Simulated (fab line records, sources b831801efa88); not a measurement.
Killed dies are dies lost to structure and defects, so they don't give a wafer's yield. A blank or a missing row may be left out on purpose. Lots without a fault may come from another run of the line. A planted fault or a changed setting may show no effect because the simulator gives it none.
Problem report in the 8D (eight disciplines) form, filled by code | flow gf180mcu | the parts of the form that need people (team, actions taken, sign-off) are left out

1. THE PROBLEM
V2_W_RS at GF_V2_RS_MEAS_24 reads a mean of 0.603 ohm/sq on 6 wafers of 2 lots; wafers without a fault read 0.324 ohm/sq with a standard deviation of 0.0032. That is +87 standard deviations from the usual mean.
The step: measures by four-point-probe.
First seen on wafer L984.2, day 26 02:47, on film_metro-01. The record holds 30 wafers of 10 lots with a number at this step. Rule for "out", or "out of limits": more than 4 standard deviations from the usual mean. The other wafers with a number count as sound.

2. WHAT IT IS AND WHAT IT IS NOT
question                    | is                           | is not
which readings at this step | V2_W_RS                      | -
which lots                  | L984, L985                   | L968, L969, L971, L986, L987, L989, L990, L991
which wafers of those lots  | all that have a number       | -
read on which gauges        | film_metro-01, film_metro-04 | -
when                        | from day 26 02:47            | up to then (9 sound wafers); but 15 sound wafers of L986, L987, L989, L990, L991 came after

3. SUSPECTS, AND WHAT RULES EACH OUT
Counting: a tool at a process step up to the reading stays a suspect if it ran every lot that is out and no sound lot after the first of them.
- the gauge at GF_V2_RS_MEAS_24: ruled out. The wafers that are out were read on 2 gauges (film_metro-01, film_metro-04).
- litho_track-03 at GF_V2_SOFTBAKE_10 (time 61.56 s): ruled out as a lasting fault. Sound lots L987, L990 ran on it after its first lot that is out, L984 (day 26 02:37). GF_V2_SOFTBAKE_10 gives no start for some lots, so the hours and the order of its lots are those of GF_V2_SPUTTER_22.
- pvd_sputter-04 at GF_V2_SPUTTER_22 (material TiN, target thk 10 nm, time 40 s): ruled out as a lasting fault. Sound lots L986, L991 ran on it after its first lot that is out, L984 (day 26 02:37).
- cvd_w-01 at GF_V2_CVD_23 (deposits W, target thk 350 nm, time 104.94 s): kept. It ran every lot that is out, first L984 (day 26 02:39), and no sound lot after that; its last sound lot up to then is L971 (day 21 14:27).
Left after counting: cvd_w-01 at GF_V2_CVD_23.

4. THE CAUSE (what the simulator had put in)
Process parameter drift: cvd_w-01, from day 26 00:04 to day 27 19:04, at GF_V2_CVD_23. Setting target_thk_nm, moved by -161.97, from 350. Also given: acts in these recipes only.
Counting left only this tool.

5. THE CHAIN OF EFFECTS, in route order
Each row: a reading whose mean over the struck wafers that have a number lies more than 3 standard deviations from the usual. Only readings for which the record gives a usual standard deviation are gone through. hours: the time from each lot's start at the first step in this table that gives one to its start at this step, as a median over the lots. sigmas: the change in usual standard deviations.
hours | step              | reading            | usual        | on struck wafers | change | sigmas
0     | GF_V2_RS_MEAS_24  | V2_W_RS            | 0.324 ohm/sq | 0.603            | +0.279 | +87
0     | GF_V2_THK_MEAS_25 | V2_W_THK           | 353 nm       | 191              | -162   | -27
0     | GF_V2_CMP_26      | time_to_endpoint_s | 84 s         | 45               | -39    | -8.5
The process steps in it:
- GF_V2_CMP_26: polishes, stops on SiO2, t overpolish 15 s, target thk 0 nm.

6. WHAT WOULD HAVE CAUGHT IT SOONER
In this record the first reading out of limits at a measuring or inspecting step was taken at day 26 02:47, 3 hours after the fault began at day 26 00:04.
Of the tool readings at GF_V2_CVD_23 for which the record gives a usual standard deviation, none was out on any struck wafer, so an alarm limit of 4 standard deviations on them would not have fired.
Of the lots that are out (2), L985 began GF_V2_CVD_23 on cvd_w-01 after day 26 02:47. A hold on the tool at that time would have spared it.
